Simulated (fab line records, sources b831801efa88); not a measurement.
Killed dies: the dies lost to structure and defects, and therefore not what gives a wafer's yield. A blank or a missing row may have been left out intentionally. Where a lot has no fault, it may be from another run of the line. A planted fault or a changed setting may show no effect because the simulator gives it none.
Which tool was responsible? || flow gf180mcu || 39 wafers from 13 lots sampled at 4 of the route's 602 steps

== WHAT THE GAUGES SHOWED, per wafer ==
GF_HV_LDD_THK_MEAS_57. Usual: HV_LDD_CVD_56_THK gives 89.8 nm (standard deviation 0.98).
{"lot": "L729", "measured": "day 13 01:11", "on": "film_metro-02", "HV_LDD_CVD_56_THK (nm)": "88.1 88.1 88.4", "flag": ""}
{"lot": "L730", "measured": "day 13 10:55", "on": "film_metro-01", "HV_LDD_CVD_56_THK (nm)": "90.9 91.0 90.2", "flag": ""}
{"lot": "L732", "measured": "day 13 21:23", "on": "film_metro-04", "HV_LDD_CVD_56_THK (nm)": "89.4 89.4 89.3", "flag": ""}
{"lot": "L733", "measured": "day 14 12:32", "on": "film_metro-01", "HV_LDD_CVD_56_THK (nm)": "90.4 89.7 90.2", "flag": ""}
{"lot": "L734", "measured": "day 14 19:10", "on": "film_metro-02", "HV_LDD_CVD_56_THK (nm)": "89.4 90.1 89.0", "flag": ""}
{"lot": "L736", "measured": "day 15 16:24", "on": "film_metro-04", "HV_LDD_CVD_56_THK (nm)": "88.9 89.2 88.6", "flag": ""}
{"lot": "L738", "measured": "day 15 22:47", "on": "film_metro-01", "HV_LDD_CVD_56_THK (nm)": "89.2 89.5 89.9", "flag": ""}
{"lot": "L743", "measured": "day 17 17:43", "on": "film_metro-01", "HV_LDD_CVD_56_THK (nm)": "90.5 89.2 89.7", "flag": ""}
{"lot": "L744", "measured": "day 18 06:02", "on": "film_metro-02", "HV_LDD_CVD_56_THK (nm)": "89.1 89.6 89.0", "flag": ""}
{"lot": "L745", "measured": "day 18 10:14", "on": "film_metro-02", "HV_LDD_CVD_56_THK (nm)": "90.1 90.0 89.9", "flag": ""}
{"lot": "L748", "measured": "day 19 11:08", "on": "film_metro-01", "HV_LDD_CVD_56_THK (nm)": "90.6 90.8 90.9", "flag": ""}
{"lot": "L750", "measured": "day 20 08:04", "on": "film_metro-01", "HV_LDD_CVD_56_THK (nm)": "90.9 90.7 90.9", "flag": ""}
{"lot": "L752", "measured": "day 20 20:13", "on": "film_metro-02", "HV_LDD_CVD_56_THK (nm)": "90.6 90.4 90.1", "flag": ""}

GF_SALICIDE_THK_MEAS_05: measures by xrf. Usual: SALICIDE_TIN_THK gives 19.79 nm (standard deviation 0.3).
{"lot": "L729", "measured": "day 15 19:28", "on": "film_metro-03", "SALICIDE_TIN_THK (nm)": "19.84 19.51 19.87", "flag": ""}
{"lot": "L730", "measured": "day 16 06:05", "on": "film_metro-02", "SALICIDE_TIN_THK (nm)": "20.07 19.96 19.93", "flag": ""}
{"lot": "L732", "measured": "day 16 17:40", "on": "film_metro-04", "SALICIDE_TIN_THK (nm)": "19.73 19.87 20.12", "flag": ""}
{"lot": "L733", "measured": "day 17 09:20", "on": "film_metro-02", "SALICIDE_TIN_THK (nm)": "19.67 19.58 20.19", "flag": ""}
{"lot": "L734", "measured": "day 17 18:11", "on": "film_metro-02", "SALICIDE_TIN_THK (nm)": "20.00 20.09 19.58", "flag": ""}
{"lot": "L736", "measured": "day 18 15:15", "on": "film_metro-04", "SALICIDE_TIN_THK (nm)": "19.95 20.15 20.02", "flag": ""}
{"lot": "L738", "measured": "day 18 22:59", "on": "film_metro-03", "SALICIDE_TIN_THK (nm)": "20.24 19.88 20.03", "flag": ""}
{"lot": "L743", "measured": "day 20 21:56", "on": "film_metro-04", "SALICIDE_TIN_THK (nm)": "19.60 19.26 22.61", "flag": ""}
{"lot": "L744", "measured": "day 21 10:15", "on": "film_metro-04", "SALICIDE_TIN_THK (nm)": "22.50 19.47 19.62", "flag": ""}
{"lot": "L745", "measured": "day 21 13:28", "on": "film_metro-03", "SALICIDE_TIN_THK (nm)": "20.32 20.01 19.90", "flag": ""}
{"lot": "L748", "measured": "day 22 15:02", "on": "film_metro-03", "SALICIDE_TIN_THK (nm)": "19.75 20.05 19.86", "flag": ""}
{"lot": "L750", "measured": "day 23 09:11", "on": "film_metro-03", "SALICIDE_TIN_THK (nm)": "19.69 19.11 19.18", "flag": ""}
{"lot": "L752", "measured": "day 23 21:01", "on": "film_metro-04", "SALICIDE_TIN_THK (nm)": "20.08 20.01 20.11", "flag": ""}

== TOOL THAT RAN EACH LOT (tool first, then ch and the chambers of the sampled wafers, then the start) ==
{"lot": "L729", "GF_HV_LDD_RTA_52": "rtp_anneal-02 ch 0, day 12 22:29", "GF_SALICIDE_SPUTTER_03": "pvd_sputter-02, day 15 19:19"}
{"lot": "L730", "GF_HV_LDD_RTA_52": "rtp_anneal-02 ch 0, day 13 08:13", "GF_SALICIDE_SPUTTER_03": "pvd_sputter-04, day 16 05:56"}
{"lot": "L732", "GF_HV_LDD_RTA_52": "rtp_anneal-02 ch 0, day 13 18:41", "GF_SALICIDE_SPUTTER_03": "pvd_sputter-03, day 16 17:31"}
{"lot": "L733", "GF_HV_LDD_RTA_52": "rtp_anneal-02 ch 0, day 14 09:50", "GF_SALICIDE_SPUTTER_03": "pvd_sputter-03, day 17 09:11"}
{"lot": "L734", "GF_HV_LDD_RTA_52": "rtp_anneal-02 ch 0, day 14 16:28", "GF_SALICIDE_SPUTTER_03": "pvd_sputter-04, day 17 18:01"}
{"lot": "L736", "GF_HV_LDD_RTA_52": "rtp_anneal-02 ch 0, day 15 13:04", "GF_SALICIDE_SPUTTER_03": "pvd_sputter-03, day 18 15:06"}
{"lot": "L738", "GF_HV_LDD_RTA_52": "rtp_anneal-02 ch 0, day 15 20:02", "GF_SALICIDE_SPUTTER_03": "pvd_sputter-02, day 18 22:50"}
{"lot": "L743", "GF_HV_LDD_RTA_52": "rtp_anneal-02 ch 0, day 17 14:58", "GF_SALICIDE_SPUTTER_03": "pvd_sputter-04, day 20 21:46"}
{"lot": "L744", "GF_HV_LDD_RTA_52": "rtp_anneal-01 ch 0, day 18 03:20", "GF_SALICIDE_SPUTTER_03": "pvd_sputter-04, day 21 10:06"}
{"lot": "L745", "GF_HV_LDD_RTA_52": "rtp_anneal-02 ch 0, day 18 07:28", "GF_SALICIDE_SPUTTER_03": "pvd_sputter-03, day 21 13:19"}
{"lot": "L748", "GF_HV_LDD_RTA_52": "rtp_anneal-01 ch 0, day 19 08:26", "GF_SALICIDE_SPUTTER_03": "pvd_sputter-02, day 22 14:53"}
{"lot": "L750", "GF_HV_LDD_RTA_52": "rtp_anneal-01 ch 0, day 20 04:09", "GF_SALICIDE_SPUTTER_03": "pvd_sputter-03, day 23 09:02"}
{"lot": "L752", "GF_HV_LDD_RTA_52": "rtp_anneal-02 ch 0, day 20 16:18", "GF_SALICIDE_SPUTTER_03": "pvd_sputter-03, day 23 20:50"}
- GF_HV_LDD_RTA_52: time 10 s.
- GF_SALICIDE_SPUTTER_03: material TiN, target thk 20 nm, time 16.7 s.

== AS READ BY THE TOOLS THEMSELVES (means over the sampled wafers that have a number; for cases with no such wafer, the mark the record gives instead) ==
GF_HV_LDD_RTA_52. Usual: lamp_power_pct 30.3 %, standard deviation 1.4; wafer_temp_C_max 1005.2, standard deviation 1.1.
{"lot": "L729", "tool": "rtp_anneal-02", "lamp_power_pct (%)": 29.1, "wafer_temp_C_max": 1006.2, "flag": ""}
{"lot": "L730", "tool": "rtp_anneal-02", "lamp_power_pct (%)": 29.0, "wafer_temp_C_max": 1004.9, "flag": ""}
{"lot": "L732", "tool": "rtp_anneal-02", "lamp_power_pct (%)": 29.1, "wafer_temp_C_max": 1005.1, "flag": ""}
{"lot": "L733", "tool": "rtp_anneal-02", "lamp_power_pct (%)": 29.0, "wafer_temp_C_max": 1004.6, "flag": ""}
{"lot": "L734", "tool": "rtp_anneal-02", "lamp_power_pct (%)": 29.1, "wafer_temp_C_max": 1005.2, "flag": ""}
{"lot": "L736", "tool": "rtp_anneal-02", "lamp_power_pct (%)": 29.1, "wafer_temp_C_max": 1004.9, "flag": ""}
{"lot": "L738", "tool": "rtp_anneal-02", "lamp_power_pct (%)": 29.0, "wafer_temp_C_max": 1005.6, "flag": ""}
{"lot": "L743", "tool": "rtp_anneal-02", "lamp_power_pct (%)": 29.1, "wafer_temp_C_max": 1005.4, "flag": ""}
{"lot": "L744", "tool": "rtp_anneal-01", "lamp_power_pct (%)": 31.9, "wafer_temp_C_max": 1005.0, "flag": ""}
{"lot": "L745", "tool": "rtp_anneal-02", "lamp_power_pct (%)": 29.0, "wafer_temp_C_max": 1005.1, "flag": ""}
{"lot": "L748", "tool": "rtp_anneal-01", "lamp_power_pct (%)": 31.9, "wafer_temp_C_max": 1005.2, "flag": ""}
{"lot": "L750", "tool": "rtp_anneal-01", "lamp_power_pct (%)": 31.9, "wafer_temp_C_max": 1005.1, "flag": ""}
{"lot": "L752", "tool": "rtp_anneal-02", "lamp_power_pct (%)": 29.1, "wafer_temp_C_max": 1006.2, "flag": ""}

GF_SALICIDE_SPUTTER_03. Usual: throttle_valve_pct at 29.6 %, with a standard deviation of 0.88.
{"lot": "L729", "tool": "pvd_sputter-02", "throttle_valve_pct (%)": 30.4, "flag": ""}
{"lot": "L730", "tool": "pvd_sputter-04", "throttle_valve_pct (%)": 28.8, "flag": ""}
{"lot": "L732", "tool": "pvd_sputter-03", "throttle_valve_pct (%)": 28.7, "flag": ""}
{"lot": "L733", "tool": "pvd_sputter-03", "throttle_valve_pct (%)": 29.2, "flag": ""}
{"lot": "L734", "tool": "pvd_sputter-04", "throttle_valve_pct (%)": 30.1, "flag": ""}
{"lot": "L736", "tool": "pvd_sputter-03", "throttle_valve_pct (%)": 28.8, "flag": ""}
{"lot": "L738", "tool": "pvd_sputter-02", "throttle_valve_pct (%)": 30.4, "flag": ""}
{"lot": "L743", "tool": "pvd_sputter-04", "throttle_valve_pct (%)": 29.4, "flag": ""}
{"lot": "L744", "tool": "pvd_sputter-04", "throttle_valve_pct (%)": 28.6, "flag": ""}
{"lot": "L745", "tool": "pvd_sputter-03", "throttle_valve_pct (%)": 28.8, "flag": ""}
{"lot": "L748", "tool": "pvd_sputter-02", "throttle_valve_pct (%)": 30.1, "flag": ""}
{"lot": "L750", "tool": "pvd_sputter-03", "throttle_valve_pct (%)": 29.0, "flag": ""}
{"lot": "L752", "tool": "pvd_sputter-03", "throttle_valve_pct (%)": 28.6, "flag": ""}

== THE ANSWER, worked out from the rows above alone ==
Rule: lot off if the mean of its wafers having a number is beyond 3 standard deviations from the usual mean. A lot without any number at a reading at which 4 lots or more have one is off too. Where the step has rows for the other lots, those lots are counted as sound. First the gauges in route order, then the tools' own readings, where a lot's mean is used as printed above. At the first step where some lot is off, the reading lying furthest off is the one used; lots without a number count as furthest.
No lot is off on any of the readings shown, so nothing can be concluded from this.

== WHAT THE SIMULATOR HAD INSERTED ==
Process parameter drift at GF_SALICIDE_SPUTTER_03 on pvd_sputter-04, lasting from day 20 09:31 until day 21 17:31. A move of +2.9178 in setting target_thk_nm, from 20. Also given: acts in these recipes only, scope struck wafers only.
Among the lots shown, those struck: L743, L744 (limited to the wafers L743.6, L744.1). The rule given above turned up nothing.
